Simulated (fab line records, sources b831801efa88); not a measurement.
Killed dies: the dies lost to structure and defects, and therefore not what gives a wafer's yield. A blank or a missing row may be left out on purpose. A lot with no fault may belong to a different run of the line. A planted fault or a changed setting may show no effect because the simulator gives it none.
fab line records	flow sky130
[record] lots = 6	wafers = 18	lastDay = 50
route steps=708 shown POLY_GATE@235 LDD_N@237 PAD_OPEN@708
lots that met no fault: from a run of the same line without faults
startH: hours from the record's first day to the start of the lot's first wafer shown	waitH: hours from the lot's prior step to this one	" unchanged from the row above	L1.1+2: a single row standing in for several wafers	- no value, or no start was given	* or withheld: withheld	< > ~ a bound
route shown NAME@n: names a module that has steps shown in the file, with the first one's number in the route	usual: mean and standard deviation over wafers with no fault	same: alike in all rows	chamber/n: place in a boat	sites: readings site by site	_std_site: the values' standard deviation	_edge_site: outer sites' mean less inner sites'	radiusMm: for every site, how far away it sits from the centre of the wafer	mask NAME#n: copy n	behind: tool/chamber where the wafer was last shaped	hold: why the lot went on hold/how many hours it stayed there/how the hold came to an end	device: names the non-switching transistor (n, p or np)	end of line: at the end of the route, the tests of the same wafers	a step without rows: its recipe alone	killed: dies that structure and defects cost at the first sort, which is not the same as the wafer's yield	map: shows each die of a wafer: x if killed, . if not, _ if none is there
set.NAME: the setting that was run; set.NAME@STEP: the one run at that earlier step	model.NAME: the simulator's own value behind a step, which no gauge read
lots at some steps of the route; a table a step, a row a wafer
services: a tool's chamber out of use, with start hour (startH, from the record's first day; less than 0 if before it), hours out, and reason
[[steps]]
[step SKY_POLY_GATE_THK_MEAS_21]
[recipe] reads = SiO2_of_POLY_GATE_OXIDATION_20
[usual] POLY_GATE_OXIDATION_THK = 4.02/0.088
lot.wafer	tool	chamber	startH	waitH	POLY_GATE_OXIDATION_THK[nm]
L965.1	filmMetro-01	-	373.63	0.0	3.91
L965.3	"	-	"	"	4.06
L965.5	"	-	"	"	3.97
L971.2	filmMetro-01	-	446.11	0.0	4.05
L971.4	"	-	"	"	4.05
L971.5	"	-	"	"	4.09
L973.2	filmMetro-04	-	453.56	0.0	4.06
L973.3	"	-	"	"	4.06
L973.4	"	-	"	"	4.12
L981.1	filmMetro-02	-	523.06	0.0	4.06
L981.4	"	-	"	"	4.12
L981.6	"	-	"	"	4.03
L982.1	filmMetro-01	-	528.13	0.0	4.18
L982.2	"	-	"	"	4.18
L982.4	"	-	"	"	4.15
L987.1	filmMetro-01	-	599.81	0.0	4.09
L987.3	"	-	"	"	4.12
L987.5	"	-	"	"	4.02
[step SKY_POLY_GATE_CD_MEAS_22]
[usual] cdNm = 150.5/2.3
lot.wafer	tool	chamber	startH	waitH	cdNm
L965.1	cdSem-02	-	373.69	0.1	149.8
L965.3	"	-	"	"	146.7
L965.5	"	-	"	"	148.7
L971.2	cdSem-01	-	446.19	0.1	148.3
L971.4	"	-	"	"	148.4
L971.5	"	-	"	"	147.7
L973.2	cdSem-01	-	453.64	0.1	146.9
L973.3	"	-	"	"	148.9
L973.4	"	-	"	"	150.0
L981.1	cdSem-02	-	523.12	0.1	151.7
L981.4	"	-	"	"	149.7
L981.6	"	-	"	"	150.7
L982.1	cdSem-02	-	528.19	0.1	151.6
L982.2	"	-	"	"	150.2
L982.4	"	-	"	"	151.2
L987.1	cdSem-01	-	599.87	0.1	147.9
L987.3	"	-	"	"	152.1
L987.5	"	-	"	"	149.1
[step SKY_LDD_N_DEHYDRATE_00]
[recipe] tempC = 200	timeS = 60
[step SKY_LDD_N_HMDS_01]
[recipe] primeTimeS = 60	primeTempC = 120
[step SKY_LDD_N_COAT_02]
[recipe] resist = NOVOLAK	spinRpm = 3000	resistThkNm = 300
[step SKY_LDD_N_SOFTBAKE_03]
[recipe] tempC = 90	timeS = 60	resist = NOVOLAK
[step SKY_LDD_N_EXPOSE_04]
[recipe] maskId = NTM	targetCdNm = 840	na = 0.6	sourceShape = conventional	sigmaOuter = 0.6	doseMj = 110
[step SKY_LDD_N_PEB_05]
[recipe] tempC = withheld	timeS = *	resist = NOVOLAK
[step SKY_LDD_N_DEVELOP_06]
[recipe] developTimeS = 60	devTempC = 23.94
[step SKY_LDD_N_OVL_MEAS_07]
[usual] LDD_N_OVL = -0.1/1.3
lot.wafer	tool	chamber	startH	waitH	LDD_N_OVL[nm]
L965.1	overlay-02	-	402.62	0.1	0.7
L965.3	"	-	"	"	-0.7
L965.5	"	-	"	"	1.9
L971.2	overlay-02	-	476.53	0.1	0.2
L971.4	"	-	"	"	1.8
L971.5	"	-	"	"	0.8
L973.2	overlay-01	-	484.10	0.1	-1.1
L973.3	"	-	"	"	0.9
L973.4	"	-	"	"	1.6
L981.1	overlay-02	-	554.29	0.1	0.3
L981.4	"	-	"	"	0.5
L981.6	"	-	"	"	-0.4
L982.1	overlay-02	-	557.92	0.1	-1.1
L982.2	"	-	"	"	-1.8
L982.4	"	-	"	"	-0.9
L987.1	overlay-01	-	627.97	0.1	0.1
L987.3	"	-	"	"	-1.5
L987.5	"	-	"	"	-1.7
[step SKY_LDD_N_IMPLANT_08]
[recipe] species = As	energyKev = 20	doseCm2 = 7.5e+13	tiltDeg = withheld	rotationDeg = 23
[step SKY_LDD_N_IMPLANT_09]
[recipe] species = As	energyKev = 20	doseCm2 = 7.5e+13	tiltDeg = withheld	rotationDeg = 113
[step SKY_LDD_N_IMPLANT_10]
[recipe] species = As	energyKev = 20	doseCm2 = 7.5e+13	tiltDeg = withheld	rotationDeg = 203
[usual] beamEnergyKeV = 19.999/0.007	beamOnS = 10.00/0.21
lot.wafer	tool	chamber	startH	waitH	beamEnergyKeV	beamOnS	model.implant.drpNm
L965.1	implanter-01	0	402.96	0.1	19.998	10.21	7.212
L965.3	"	0	"	"	20.001	10.04	7.212
L965.5	"	0	"	"	19.999	10.06	7.212
L971.2	implanter-03	0	476.88	0.1	19.761	10.11	7.151
L971.4	"	0	"	"	19.767	10.28	7.151
L971.5	"	0	"	"	19.762	10.25	7.151
L973.2	implanter-03	0	484.45	0.1	19.758	10.31	7.151
L973.3	"	0	"	"	19.764	9.82	7.151
L973.4	"	0	"	"	19.760	10.00	7.151
L981.1	implanter-01	0	554.63	0.1	19.993	9.72	7.212
L981.4	"	0	"	"	19.995	10.14	7.212
L981.6	"	0	"	"	19.994	9.95	7.212
L982.1	implanter-04	0	558.26	0.1	20.000	10.11	7.212
L982.2	"	0	"	"	20.007	10.00	7.212
L982.4	"	0	"	"	20.008	9.83	7.212
L987.1	implanter-03	0	628.31	0.1	20.002	10.28	7.212
L987.3	"	0	"	"	19.998	10.15	7.212
L987.5	"	0	"	"	19.999	10.06	7.212
[step SKY_LDD_N_IMPLANT_11]
[recipe] species = As	energyKev = 20	doseCm2 = 7.5e+13	tiltDeg = withheld	rotationDeg = 293
[step SKY_PAD_OPEN_PROBE_99]
[usual] killed_at_M0_to_M3 = 45/7.9	killed_at_M4_up = 2.9/1.8	killedAtContacts = 25/5.5	killedAtFrontEnd = 16/4.4	killedAtOther = 0.3/0.58	killedDies = 89/9.4	killedOnRim = 18/3.9	killedOpen = 49/6.8	killedShort = 40/6.3
[same] grossDies = 492	killedAtBackSide = 0
lot.wafer	tool	chamber	startH	waitH	killed_at_M0_to_M3	killed_at_M4_up	killedAtContacts	killedAtFrontEnd	killedAtOther	killedDies	killedOnRim	killedOpen	killedShort
L965.1	prober-02	-	1074.47	0.1	43	4	24	20	0	91	20	47	43
L965.3	prober-02	-	1074.57	0.2	36	7	27	10	0	80	16	41	39
L965.5	prober-02	-	1074.67	0.2	32	7	24	18	0	81	15	43	38
L971.2	prober-02	-	1123.20	0.1	60	4	22	14	0	100	16	54	46
L971.4	prober-02	-	1123.30	0.2	44	5	25	19	1	94	14	51	43
L971.5	prober-02	-	1123.35	0.2	43	3	25	16	0	87	11	47	40
L973.2	prober-02	-	1128.49	0.1	33	5	25	13	1	77	20	39	38
L973.3	prober-02	-	1128.54	0.2	66	5	24	12	0	107	25	49	58
L973.4	prober-02	-	1128.59	0.2	46	3	25	13	0	87	19	48	39
L981.1	prober-01	-	1174.88	0.1	50	2	36	28	0	116	22	62	53
L981.4	prober-01	-	1175.03	0.2	45	1	35	19	0	100	21	60	40
L981.6	prober-01	-	1175.13	0.2	41	2	33	19	0	95	20	52	43
// killed by level:class
L965.1 LI_CONTACT:geometricParticle:open=10 METAL1:geometricParticle:short=7 VIA3:geometricParticle:open=7 POLY_GATE:geometricParticle:open=6 VIA1:geometricParticle:short=6 VIA1:geometricParticle:open=6 POLY_GATE:geometricParticle:short=5 LOCAL_INTERCONNECT:geometricParticle:short=4
L965.3 VIA3:geometricParticle:open=9 LI_CONTACT:geometricParticle:open=8 VIA1:geometricParticle:open=7 LI_CONTACT:geometricParticle:short=5 CONTACT:geometricParticle:short=5 CONTACT:geometricParticle:open=5 METAL1:geometricParticle:short=5 METAL4:geometricParticle:short=5
L965.5 CONTACT:geometricParticle:open=9 VIA1:geometricParticle:open=8 FIELD_ISO:geometricParticle:open=6 LI_CONTACT:geometricParticle:open=5 METAL2:geometricParticle:short=5 POLY_GATE:geometricParticle:short=4 LI_CONTACT:geometricParticle:short=4 CONTACT:geometricParticle:short=4
L971.2 VIA1:geometricParticle:open=14 VIA2:geometricParticle:open=10 CONTACT:geometricParticle:open=9 METAL2:geometricParticle:short=9 VIA1:geometricParticle:short=8 CONTACT:geometricParticle:short=7 VIA3:geometricParticle:open=6 POLY_GATE:geometricParticle:open=5
L971.4 VIA1:geometricParticle:open=10 CONTACT:geometricParticle:open=8 VIA3:geometricParticle:open=8 LI_CONTACT:geometricParticle:open=6 VIA2:geometricParticle:open=6 VIA1:geometricParticle:short=5 FIELD_ISO:geometricParticle:short=4 LOCAL_INTERCONNECT:geometricParticle:short=4
L971.5 VIA1:geometricParticle:open=14 CONTACT:geometricParticle:open=11 CONTACT:geometricParticle:short=7 METAL2:geometricParticle:short=5 METAL1:geometricParticle:short=5 POLY_GATE:geometricParticle:short=4 LI_CONTACT:geometricParticle:open=4 POLY_GATE:geometricParticle:open=3
L973.2 CONTACT:geometricParticle:open=10 FIELD_ISO:geometricParticle:open=5 LI_CONTACT:geometricParticle:open=5 CONTACT:geometricParticle:short=5 METAL1:geometricParticle:short=5 VIA1:geometricParticle:short=5 FIELD_ISO:geometricParticle:short=4 LOCAL_INTERCONNECT:geometricParticle:short=4
L973.3 VIA1:geometricParticle:open=13 METAL1:geometricParticle:short=11 METAL2:geometricParticle:short=9 VIA3:geometricParticle:open=9 CONTACT:geometricParticle:short=8 LI_CONTACT:geometricParticle:open=7 CONTACT:geometricParticle:open=6 VIA1:geometricParticle:short=6
L973.4 CONTACT:geometricParticle:open=10 LI_CONTACT:geometricParticle:open=7 CONTACT:geometricParticle:short=7 VIA1:geometricParticle:open=7 VIA3:geometricParticle:open=7 METAL1:geometricParticle:short=5 VIA2:geometricParticle:open=5 FIELD_ISO:geometricParticle:short=4
L981.1 VIA3:geometricParticle:open=10 LI_CONTACT:geometricParticle:open=10 VIA1:geometricParticle:open=10 CONTACT:geometricParticle:open=10 CONTACT:geometricParticle:short=7 POLY_GATE:geometricParticle:open=6 POLY_GATE:geometricParticle:short=6 VIA1:geometricParticle:short=6
L981.4 LI_CONTACT:geometricParticle:open=12 CONTACT:geometricParticle:open=12 VIA1:geometricParticle:open=10 POLY_GATE:geometricParticle:open=6 METAL2:geometricParticle:short=6 METAL1:geometricParticle:short=5 VIA2:geometricParticle:open=5 VIA3:geometricParticle:open=5
L981.6 CONTACT:geometricParticle:open=12 LI_CONTACT:geometricParticle:open=8 VIA2:geometricParticle:open=7 METAL1:geometricParticle:short=7 VIA1:geometricParticle:open=7 FIELD_ISO:geometricParticle:short=6 FIELD_ISO:geometricParticle:open=5 LOCAL_INTERCONNECT:geometricParticle:short=5
[[services]]
tool	chamber	startH	hours	kind
implanter-04	-	382.41	1.9	repair
implanter-03	-	409.46	4.0	pm
implanter-04	-	416.25	11.3	repair
implanter-01	-	444.01	6.0	pm
implanter-04	-	470.08	1.6	repair
implanter-03	-	493.01	23.5	repair
implanter-04	-	510.79	1.9	repair
implanter-04	-	529.70	10.4	repair
implanter-03	-	542.19	2.0	repair
implanter-01	-	579.22	4.1	pm
implanter-01	-	616.98	1.4	repair
[[key]]
[firstSign] step = SKY_LDD_N_IMPLANT_10	reading = beamEnergyKeV	direction = down	sigmas = 34	usual = *	struck = *
effect none on later readings
[modelEffect] step = SKY_LDD_N_IMPLANT_10	value = implant.drpNm	without = 7.212	struck = 7.151
metAt SKY_LDD_N_IMPLANT_10
struckWafers L971.2,L971.4,L971.5,L973.2,L973.3,L973.4
testerLeftOut L971,L973
[fault] kind = processParameterDrift	tool = implanter-03	chamber = -	onsetH = 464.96	steps = SKY_LDD_N_IMPLANT_10	channel = energyKev	offset = *	shape = step	endH = 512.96	actsIn = *	stated = *
// testerLeftOut: of these lots the tester's yield and bins aren't shown, on N5 and GAA mostly nor the transistor test; their killed dies are dies lost to structure and defects alone, not to doping, threshold or leakage, so they don't give the yield
